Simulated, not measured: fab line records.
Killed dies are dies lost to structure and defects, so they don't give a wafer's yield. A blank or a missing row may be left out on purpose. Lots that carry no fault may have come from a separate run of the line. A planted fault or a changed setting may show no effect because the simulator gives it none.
8D (eight disciplines) problem report, filled in by code -- flow sky130 -- the parts of the form that need people (team, actions taken, sign-off) are left out

1. THE PROBLEM
Wafers without a fault read 0.4001 Pa, standard deviation 0.00088; chamber_pressure_pa at SKY_METAL4_SPUTTER_02 reads a mean of 0.3718 Pa on 6 wafers belonging to 2 lots. Measured from the usual mean, that is -32 standard deviations.
The step: material AlCu, target thk 735 nm, time 39.1 s.
The first sign was on wafer L548.4 at day 44 01:06, on pvd_sputter-03. At this step, 18 wafers from 6 lots have a number in the record. The rule behind "out" and "out of limits": a value lying over 4 standard deviations away from the usual mean. Any other wafer with a number is counted as sound.

2. WHAT IT IS, WHAT IT ISN'T
question,is,is not
which readings at this step,chamber_pressure_pa,-
which lots,"L548, L549","L538, L543, L553, L557"
which wafers of those lots,all that have a number,-
read on which tools,pvd_sputter-03,"pvd_sputter-01, pvd_sputter-02"
when,from day 44 01:06,"up to then (6 sound wafers); but 6 sound wafers of L553, L557 came after"

3. THE SUSPECTS, EACH WITH WHAT RULES IT OUT
Counting: any tool at a process step up to the reading is kept as a suspect provided that every lot that is out went through it and no sound lot did after the first of them.
- pvd_sputter-03 at SKY_METAL4_SPUTTER_00 (material Ti, target thk 15 nm, time 10 s): kept. Every lot that is out went through it, starting with L548 (day 44 01:03), and after that it ran no sound lot; the last sound lot it ran before then is L538 (day 41 01:13).
- pvd_sputter-03 at SKY_METAL4_SPUTTER_02 (material AlCu, target thk 735 nm, time 39.1 s): kept. Every lot that is out went through it, starting with L548 (day 44 01:06), and after that it ran no sound lot; the last sound lot it ran before then is L538 (day 41 01:16). Out on those wafers are its own readings of chamber_pressure_pa.
Remaining after the count are pvd_sputter-03 at SKY_METAL4_SPUTTER_00 and pvd_sputter-03 at SKY_METAL4_SPUTTER_02.

4. THE CAUSE (what the simulator had put in)
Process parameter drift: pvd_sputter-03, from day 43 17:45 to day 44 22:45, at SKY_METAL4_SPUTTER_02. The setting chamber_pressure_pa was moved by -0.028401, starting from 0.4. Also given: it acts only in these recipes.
Counting left 2 suspects, and this tool is among them.

5. THE EFFECT CHAIN, in route order
Each row: a reading where the mean over the struck wafers with a number is more than 3 standard deviations away from the usual. Readings are gone through only where the record gives a usual standard deviation; hours: the median, over the lots, of the time from a lot's start at the first step in this table giving one to that lot's start at this step; sigmas: the change measured in usual standard deviations.
hours,step,reading,usual,on struck wafers,change,sigmas
0,SKY_METAL4_SPUTTER_02,chamber_pressure_pa,0.4001 Pa,0.3718,-0.0283,-32
The process steps in it:
- SKY_METAL4_SPUTTER_02: material AlCu, target thk 735 nm, time 39.1 s.
Later steps that measure or inspect, where all struck wafers having a row at the step show a number for every such reading and not one has moved that far: SKY_CAP2M_THK_MEAS_01, SKY_CAP2M_RS_MEAS_03, SKY_CAP2M_THK_MEAS_04, SKY_CAP2M_OVL_MEAS_12, SKY_METAL4_CD_MEAS_13.

6. WHAT WOULD HAVE CAUGHT IT SOONER
In this record the first reading out of limits was taken at day 44 01:06, 7 hours after the fault began at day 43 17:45.
